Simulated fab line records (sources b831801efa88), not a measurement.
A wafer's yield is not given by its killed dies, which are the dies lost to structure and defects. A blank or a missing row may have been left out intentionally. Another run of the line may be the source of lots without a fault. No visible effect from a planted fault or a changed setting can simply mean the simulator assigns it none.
fab line records	flow sky130
record lots=14	wafers=42	lastDay=50
route steps=708 shown VT_ADJUST_LVTN@104 VT_ADJUST_PCH@150 SONOS_TUNNEL@160 PAD_OPEN@708
lots untouched by any fault: they come from a run of this same line in which no faults occurred
startH: hours from the record's opening day to when the first of the lot's shown wafers began	waitH: hours since the lot's step before	" unchanged from the row above	L1.1+2: a row that stands for several wafers	- no value, or no start given	* or withheld: withheld	< > ~ a bound
route shown NAME@n: names a module that has steps shown in the file, with the first one's number in the route	usual: the fault-free wafers' mean and standard deviation	same: alike in all rows	chamber/n: place in a boat	sites: per-site readings	_std_site: the standard deviation of these	_edge_site: the outer-site mean with the inner-site mean subtracted	radiusMm: how far each site lies from the wafer's centre	mask NAME#n: copy n	behind: the tool/chamber that last shaped the wafer	hold: why the lot was held/for how many hours/how that ended	device: the n, p or np transistor that did not switch	end of line: at the end of the route, the tests of the same wafers	a step with no rows: only its recipe	killed: at the first sort, the dies lost to defects and structure; wafer yield is something else	map: a wafer's dies, x killed, . not, _ none there
set.NAME: the setting the step ran with; set.NAME@STEP: the setting that earlier step ran with	model.NAME: the simulator's own value behind a step, which no gauge read
route steps across a sampled set of lots; one table per step, one row per wafer
## steps
# step SKY_VT_ADJUST_LVTN_OVL_MEAS_07
# usual VT_ADJUST_LVTN_OVL=0.9/1.5
lot.wafer	tool	chamber	startH	waitH	VT_ADJUST_LVTN_OVL[nm]
L279.3	overlay-02	-	152.72	-	2.3
L279.4	"	-	"	"	3.3
L279.6	"	-	"	"	3.2
L278.3	overlay-01	-	153.65	-	1.2
L278.4	"	-	"	"	2.4
L278.6	"	-	"	"	1.2
L280.3	overlay-01	-	161.45	-	2.6
L280.4	"	-	"	"	2.3
L280.5	"	-	"	"	2.2
L281.1	overlay-01	-	161.76	-	-0.2
L281.2	"	-	"	"	0.9
L281.3	"	-	"	"	0.7
L282.3	overlay-01	-	167.80	-	0.9
L282.5	"	-	"	"	0.6
L282.6	"	-	"	"	-0.4
L284.2	overlay-01	-	182.10	-	-1.2
L284.4	"	-	"	"	-1.2
L284.5	"	-	"	"	-1.1
L285.1	overlay-01	-	189.91	-	3.1
L285.2	"	-	"	"	0.9
L285.3	"	-	"	"	2.2
L286.1	overlay-02	-	191.36	-	2.9
L286.4	"	-	"	"	3.5
L286.5	"	-	"	"	2.6
L287.3	overlay-01	-	199.45	-	-1.1
L287.5	"	-	"	"	-1.1
L287.6	"	-	"	"	0.1
L295.2	overlay-01	-	250.80	-	0.7
L295.3	"	-	"	"	-1.3
L295.6	"	-	"	"	1.0
L296.1	overlay-01	-	256.84	-	2.6
L296.5	"	-	"	"	3.6
L296.6	"	-	"	"	2.8
L298.2	overlay-02	-	273.69	-	-1.4
L298.4	"	-	"	"	0.9
L298.6	"	-	"	"	2.8
L301.1	overlay-02	-	288.19	-	1.4
L301.4	"	-	"	"	-0.2
L301.5	"	-	"	"	1.2
L300.1	overlay-02	-	288.54	-	2.3
L300.2	"	-	"	"	1.6
L300.4	"	-	"	"	1.1
# step SKY_VT_ADJUST_PCH_OVL_MEAS_07
# usual VT_ADJUST_PCH_OVL=0.2/1.3
lot.wafer	tool	chamber	startH	waitH	VT_ADJUST_PCH_OVL[nm]
L279.3	overlay-01	-	239.36	-	-0.1
L279.4	"	-	"	"	-1.8
L279.6	"	-	"	"	0.7
L278.3	overlay-02	-	240.32	-	2.5
L278.4	"	-	"	"	2.5
L278.6	"	-	"	"	0.8
L280.3	overlay-02	-	248.41	-	1.0
L280.4	"	-	"	"	-0.4
L280.5	"	-	"	"	-0.4
L281.1	overlay-02	-	249.41	-	1.0
L281.2	"	-	"	"	0.9
L281.3	"	-	"	"	2.4
L282.3	overlay-02	-	258.32	-	1.2
L282.5	"	-	"	"	1.0
L282.6	"	-	"	"	-0.4
L284.2	overlay-01	-	271.72	-	2.2
L284.4	"	-	"	"	0.9
L284.5	"	-	"	"	0.4
L285.1	overlay-02	-	283.71	-	0.7
L285.2	"	-	"	"	0.5
L285.3	"	-	"	"	-0.6
L286.1	overlay-02	-	285.10	-	1.3
L286.4	"	-	"	"	-1.5
L286.5	"	-	"	"	-0.9
L287.3	overlay-02	-	293.60	-	0.8
L287.5	"	-	"	"	0.8
L287.6	"	-	"	"	0.1
L295.2	overlay-01	-	351.95	-	-3.7
L295.3	"	-	"	"	-0.7
L295.6	"	-	"	"	-0.3
L296.1	overlay-02	-	360.25	-	0.5
L296.5	"	-	"	"	0.0
L296.6	"	-	"	"	0.6
L298.2	overlay-01	-	378.87	-	-1.7
L298.4	"	-	"	"	-0.9
L298.6	"	-	"	"	-3.4
L301.1	overlay-01	-	395.85	-	-0.6
L301.4	"	-	"	"	0.5
L301.5	"	-	"	"	-0.3
L300.1	overlay-02	-	396.20	-	2.3
L300.2	"	-	"	"	-0.2
L300.4	"	-	"	"	-0.6
# step SKY_VT_ADJUST_PCH_TW_MEAS_10
# usual VT_ADJUST_PCH_TW=143.3/0.69
lot.wafer	tool	chamber	startH	waitH	VT_ADJUST_PCH_TW
L279.3	filmMetro-03	-	239.65	0.1	145.4
L279.4	"	-	"	"	144.0
L279.6	"	-	"	"	144.5
L278.3	filmMetro-01	-	240.62	0.1	143.4
L278.4	"	-	"	"	143.3
L278.6	"	-	"	"	143.1
L280.3	filmMetro-01	-	248.74	0.1	143.5
L280.4	"	-	"	"	142.7
L280.5	"	-	"	"	142.7
L281.1	filmMetro-01	-	249.70	0.1	143.4
L281.2	"	-	"	"	143.1
L281.3	"	-	"	"	142.5
L282.3	filmMetro-03	-	258.62	0.1	142.7
L282.5	"	-	"	"	143.1
L282.6	"	-	"	"	143.3
L284.2	filmMetro-03	-	272.01	0.1	143.3
L284.4	"	-	"	"	144.0
L284.5	"	-	"	"	143.2
L285.1	filmMetro-03	-	284.00	0.1	143.7
L285.2	"	-	"	"	143.6
L285.3	"	-	"	"	143.4
L286.1	filmMetro-01	-	285.38	0.1	141.6
L286.4	"	-	"	"	141.5
L286.5	"	-	"	"	142.7
L287.3	filmMetro-01	-	293.89	0.1	143.5
L287.5	"	-	"	"	144.2
L287.6	"	-	"	"	143.3
L295.2	filmMetro-03	-	352.24	0.1	143.2
L295.3	"	-	"	"	142.8
L295.6	"	-	"	"	143.2
L296.1	filmMetro-03	-	360.53	0.1	143.3
L296.5	"	-	"	"	143.7
L296.6	"	-	"	"	143.0
L298.2	filmMetro-01	-	379.16	0.1	143.1
L298.4	"	-	"	"	142.4
L298.6	"	-	"	"	143.0
L301.1	filmMetro-01	-	396.13	0.1	143.9
L301.4	"	-	"	"	143.9
L301.5	"	-	"	"	143.9
L300.1	filmMetro-01	-	396.48	0.1	143.7
L300.2	"	-	"	"	144.3
L300.4	"	-	"	"	143.8
# step SKY_SONOS_TUNNEL_DEVELOP_06
# recipe resist=NOVOLAK	developer=TMAH	developTimeS=60	devTempC=23
lot.wafer	tool	chamber	startH	waitH
L279.3+4+6	lithoTrack-04	0	262.61	0.1
L278.3+4+6	lithoTrack-01	0	263.29	0.1
L280.3+4+5	lithoTrack-02	0	272.14	0.1
L281.1+2+3	lithoTrack-04	0	273.16	0.1
L282.3+5+6	lithoTrack-02	0	282.39	0.1
L284.2+4+5	lithoTrack-01	0	296.86	0.1
L285.1+2+3	lithoTrack-01	0	309.04	0.1
L286.1+4+5	lithoTrack-02	0	310.88	0.1
L287.3+5+6	lithoTrack-02	0	319.78	0.1
L295.2+3+6	lithoTrack-04	0	380.18	0.1
L296.1+5+6	lithoTrack-04	0	388.11	0.1
L298.2+4+6	lithoTrack-01	0	406.96	0.1
L301.1+4+5	lithoTrack-02	0	425.43	0.1
L300.1+2+4	lithoTrack-01	0	425.49	0.1
# step SKY_SONOS_TUNNEL_CD_MEAS_07
# recipe targetCdNm=410
# usual cdNm=410.0/2.4
lot.wafer	tool	chamber	startH	waitH	cdNm
L279.3	cdSem-01	-	262.75	0.1	412.7
L279.4	"	-	"	"	414.2
L279.6	"	-	"	"	414.4
L278.3	cdSem-01	-	263.43	0.1	409.0
L278.4	"	-	"	"	409.9
L278.6	"	-	"	"	408.4
L280.3	cdSem-01	-	272.28	0.1	409.4
L280.4	"	-	"	"	408.7
L280.5	"	-	"	"	409.3
L281.1	cdSem-02	-	273.31	0.1	411.2
L281.2	"	-	"	"	409.4
L281.3	"	-	"	"	406.2
L282.3	cdSem-02	-	282.53	0.1	405.2
L282.5	"	-	"	"	407.6
L282.6	"	-	"	"	405.9
L284.2	cdSem-01	-	297.01	0.1	415.5
L284.4	"	-	"	"	412.6
L284.5	"	-	"	"	416.0
L285.1	cdSem-01	-	309.19	0.1	414.4
L285.2	"	-	"	"	411.8
L285.3	"	-	"	"	414.0
L286.1	cdSem-02	-	311.03	0.1	410.1
L286.4	"	-	"	"	413.4
L286.5	"	-	"	"	409.1
L287.3	cdSem-01	-	319.92	0.1	411.1
L287.5	"	-	"	"	409.0
L287.6	"	-	"	"	411.8
L295.2	cdSem-02	-	380.33	0.1	395.0
L295.3	"	-	"	"	409.2
L295.6	"	-	"	"	395.5
L296.1	cdSem-01	-	388.26	0.1	409.0
L296.5	"	-	"	"	410.8
L296.6	"	-	"	"	395.3
L298.2	cdSem-02	-	407.11	0.1	408.4
L298.4	"	-	"	"	410.5
L298.6	"	-	"	"	410.8
L301.1	cdSem-01	-	425.58	0.1	406.7
L301.4	"	-	"	"	408.7
L301.5	"	-	"	"	407.6
L300.1	cdSem-02	-	425.64	0.1	413.0
L300.2	"	-	"	"	410.6
L300.4	"	-	"	"	409.1
# step SKY_PAD_OPEN_PROBE_99
# usual killed_at_M0_to_M3=43/7.3	killed_at_M4_up=3.1/1.7	killedAtContacts=25/5.3	killedAtFrontEnd=15/4.3	killedAtOther=0.2/0.54	killedDies=87/10	killedOnRim=17/3.9	killedOpen=48/7.6	killedShort=38/6.1
# same grossDies=492	killedAtBackSide=0
lot.wafer	tool	chamber	startH	waitH	killed_at_M0_to_M3	killed_at_M4_up	killedAtContacts	killedAtFrontEnd	killedAtOther	killedDies	killedOnRim	killedOpen	killedShort
L300.1	prober-01	-	1196.28	0.1	44	2	26	8	0	80	10	41	39
L300.2	prober-01	-	1196.33	0.1	38	1	24	18	0	81	21	47	34
L300.4	prober-01	-	1196.43	0.2	38	4	16	16	1	75	13	36	39
# killed by level:class
L300.1 CONTACT:geometricParticle:open=10 VIA3:geometricParticle:open=8 METAL1:geometricParticle:short=6 METAL2:geometricParticle:short=6 LOCAL_INTERCONNECT:geometricParticle:short=5 VIA1:geometricParticle:short=4 LI_CONTACT:geometricParticle:open=4 VIA1:geometricParticle:open=4
L300.2 POLY_GATE:geometricParticle:open=8 VIA1:geometricParticle:open=8 VIA2:geometricParticle:open=8 LI_CONTACT:geometricParticle:open=7 VIA3:geometricParticle:open=7 VIA1:geometricParticle:short=6 FIELD_ISO:geometricParticle:short=5 LI_CONTACT:geometricParticle:short=4
L300.4 VIA1:geometricParticle:open=9 CONTACT:geometricParticle:open=6 METAL1:geometricParticle:short=6 POLY_GATE:geometricParticle:short=5 POLY_GATE:geometricParticle:open=4 LI_CONTACT:geometricParticle:open=4 VIA3:geometricParticle:short=4 VIA2:geometricParticle:open=4
## key
firstSign step=SKY_SONOS_TUNNEL_CD_MEAS_07	reading=cdNm	direction=down	sigmas=6	usual=410.0	struck=395.2
effect none on later readings
metAt SKY_SONOS_TUNNEL_DEVELOP_06
struckLots L295,L296
struckWafers L295.2,L295.6,L296.6
testerLeftOut L295,L296
notActingAt SKY_VT_ADJUST_LVTN_OVL_MEAS_07,SKY_VT_ADJUST_PCH_OVL_MEAS_07,SKY_VT_ADJUST_PCH_TW_MEAS_10
onsetBetween 273.16 380.18
fault kind=processParameterDrift	tool=lithoTrack-04	chamber=-	onsetH=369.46	steps=SKY_SONOS_TUNNEL_DEVELOP_06	channel=developTimeS	offset=*	shape=step	endH=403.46	scope=struckWafersOnly	actsIn=*	stated=*
# testerLeftOut: of these lots the tester's yield and bins aren't shown, on N5 and GAA mostly nor the transistor test; their killed dies are dies lost to structure and defects alone, not to doping, threshold or leakage, so they don't give the yield
